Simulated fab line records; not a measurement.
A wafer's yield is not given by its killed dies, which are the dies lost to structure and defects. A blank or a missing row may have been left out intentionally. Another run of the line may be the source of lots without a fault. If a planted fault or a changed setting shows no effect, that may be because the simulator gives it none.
Matching of chambers	flow sky130	4 sister chambers for SKY_FIELD_ISO_CMP_27 on cmp-01
The step polishes, stops on Si3N4, t overpolish 16 s, target thk 457.8 nm. 8 wafers are shown with their chamber, then 11 later ones without.

WAFERS WITH THEIR CHAMBER
wafer	chamber	motor_current_A (A)
L805.2	0	12.1
L805.3	3	10.3
L806.2	0	12.6
L806.5	2	12.3
L810.1	3	11.0
L810.2	1	11.9
L810.6	2	11.5
L814.1	1	11.4

WAFERS WITHOUT THEIR CHAMBER
wafer	motor_current_A (A)
L814.2	12.6
L814.6	12.1
L819.1	11.9
L819.3	12.0
L819.6	12.0
L820.1	12.1
L820.2	12.2
L820.5	11.9
L821.3	12.4
L821.5	10.5
L821.6	12.1

CHAMBER TAKEN BY EACH
wafer	from the rows above	in truth
L814.2	can't be placed: 0 or 2 or 1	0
L814.6	can't be placed: 2 or 0 or 1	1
L819.1	can't be placed: 2 or 1 or 0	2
L819.3	can't be placed: 2 or 0 or 1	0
L819.6	can't be placed: 2 or 0 or 1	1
L820.1	can't be placed: 2 or 0 or 1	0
L820.2	can't be placed: 0 or 2 or 1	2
L820.5	can't be placed: 2 or 1 or 0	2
L821.3	can't be placed: 0 or 2 or 1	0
L821.5	3	3
L821.6	can't be placed: 2 or 0 or 1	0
Correct placement for 1 of the 11. Not placeable from these rows: 10 (in 10, the candidates include the true chamber). 0 placed wrongly.
How it was worked out, from the rows above alone: a wafer's distance from a chamber is the root of the sum, over the readings, of the square of ((its reading less the chamber's mean) divided by the reading's scatter). If the next closest chamber is less than 2 further off than the closest, the wafer can't be placed; otherwise it belongs to the closest. A chamber's mean is the mean of its shown wafers. The scatter: the root of (the sum of the squares of (reading less its chamber's mean) over the shown wafers, divided by (wafers less chambers)).
